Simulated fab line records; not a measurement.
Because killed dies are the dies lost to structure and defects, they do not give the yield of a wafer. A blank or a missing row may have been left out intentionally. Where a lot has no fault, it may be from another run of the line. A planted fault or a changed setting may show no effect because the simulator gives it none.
Struck lot and sound lot, side by side :: flow gf180mcu :: 21 out of 602 route steps
Sound: these wafers, L790.1, L790.2, L790.6. Struck: wafers L792.1, L792.3, L792.4. The cause is given at the end.
Each step with rows lists, per side, the tool, then ch with its chambers, then its first start. Under that, the readings that differ: sound wafers :: struck wafers :: difference of the means :: sigmas: that difference in standard deviations of wafers without a fault.
alike: words and numbers the same on both sides, and readings whose means are apart by under 2 such deviations; not compared: readings that were withheld, readings missing a value for some wafer, numbers with overlapping values and no deviation given by the record, and bounds like >300 which may hide the same value.
Wherever a step has rows on one side only, a row that says differs or no value, or a row with sigmas, the two part there. Numbers that have no deviation but don't overlap get no sigmas and don't part them. Lack of a reading on every wafer of one side parts them only where that side has two or more wafers.

GF_MIM_SPUTTER_02: material AlCu, target thk 450 nm, time 23.9 s.
  struck on pvdSputter-01, day 27 12:04; sound on pvdSputter-02, day 27 00:34
  alike: throttleValvePct
GF_MIM_SPUTTER_03: material Ti, target thk 10 nm, time 6.7 s.
  struck on pvdSputter-01, day 27 12:05; sound on pvdSputter-02, day 27 00:35
  alike: throttleValvePct
GF_MIM_SPUTTER_04: material TiN, target thk 50 nm, time 41.7 s.
  struck on pvdSputter-01, day 27 12:07; sound on pvdSputter-02, day 27 00:37
  alike: throttleValvePct
GF_MIM_CVD_05: deposits Si3N4, target thk 42 nm, time 29.086 s.
  sound on pecvd-02 ch 1,2, day 27 00:39; struck on pecvd-02 ch 1,2, day 27 12:09
  alike: heaterPowerOuterW, heaterPowerW
GF_MIM_THK_MEAS_06:
  struck on filmMetro-02, day 27 12:11; sound on filmMetro-02, day 27 00:41
  alike: MIM_CVD_05_THK
then, 2 steps without rows for these wafers: GF_MIM_SPUTTER_07 (material TiN, target thk 60 nm, time 50 s); GF_MIM_SPUTTER_08 (material AlCu, target thk 200 nm, time 10.6 s).
GF_MIM_SPUTTER_09: material TiN, target thk 35 nm, time 29.2 s.
  struck on pvdSputter-04, day 27 12:19; sound on pvdSputter-01, day 27 00:49
  alike: throttleValvePct
GF_MIM_RS_MEAS_10: measures by four-point-probe.
  struck on filmMetro-03, day 27 12:20; sound on filmMetro-04, day 27 00:51
  alike: MIM_ALCU_RS
GF_MIM_THK_MEAS_11: measures by xrf.
  struck on filmMetro-03, day 27 12:28; sound on filmMetro-04, day 27 00:58
  alike: MIM_ALCU_THK
then, 2 steps without rows for these wafers: GF_MIM_DEHYDRATE_12 (time 60 s); GF_MIM_HMDS_13 (prime time 60 s).
GF_MIM_COAT_14: resist thk 1000 nm.
  sound on lithoTrack-04 ch 0, day 27 10:13; struck on lithoTrack-04 ch 0, day 27 22:22
reading: spinSpeedRpm (rpm)
sound: 3000.4 3000.2 3001.2
struck: 3772.7 3776.5 3773.9
difference: +773.8
sigmas: +99 or more

reading: model.NOVOLAK_of_MIM_COAT_14.thkNm (nm)
sound: 998.7 998.1 998.5
struck: 886.3 887.9 887.2
difference: -111.3
sigmas: 
then, 4 steps without rows for these wafers: GF_MIM_SOFTBAKE_15 (time 60 s); GF_MIM_EXPOSE_16 (exposes mask FuseTop, target cd 2000 nm); GF_MIM_PEB_17; GF_MIM_DEVELOP_18 (develop time 60 s).
GF_MIM_METAL_ETCH_19: etches the open film in Cl2/BCl3, stops on Si3N4, target depth 324.5 nm, time 54.1 s.
  sound on rieMetal-01 ch 0,1, day 27 20:54; struck on rieMetal-03 ch 0,1, day 28 08:14
reading: model.NOVOLAK_of_MIM_COAT_14.thkNm (nm)
sound: 870.7 870.7 870.5
struck: 754.4 759.5 755.7
difference: -114.1
sigmas: 

reading: model.MIM.cdNm (nm)
sound: 1999 1998 1996
struck: 1987 1990 1987
difference: -10
sigmas: 
  alike: drypumpMotorCurrentA, oesProductAu, throttleValvePct
  not compared: rfHoursCounterH
GF_MIM_STRIP_20: strips in O2/N2.
  sound on plasmaAsher-01 ch 0,1, day 27 20:59; struck on plasmaAsher-04 ch 0,1, day 28 08:18
reading: oesProductAu (a.u.)
sound: 0.691 0.691 0.690
struck: 0.629 0.635 0.632
difference: -0.059
sigmas: -13

reading: stripTimeToEndpointS (s)
sound: 11.22 11.23 11.21
struck: 9.84 9.91 9.88
difference: -1.34
sigmas: -31
  alike: drypumpMotorCurrentA, heaterPowerW, o2FlowSccm
  not compared: rfHoursCounterH
then, 1 step without rows for these wafers: GF_MIM_STRIP_21 (strips in post etch residue remover, time 1200 s).
-- the record jumps here: 3 days lie between the struck wafers' starts before and after (it left off in module MIM and takes up again in module PASSIVATION, whose first step shown is number 602 of the route) --
GF_PASSIVATION_PROBE_99:
  only the struck wafers here have rows in the record (prober-02, day 31 16:49); the sound ones have none

WHERE THEY PART
Last at GF_PASSIVATION_PROBE_99 as far as this record goes, first at GF_MIM_COAT_14.

WHY: what the simulator had put in
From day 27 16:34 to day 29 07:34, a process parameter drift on lithoTrack-04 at GF_MIM_COAT_14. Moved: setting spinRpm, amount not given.
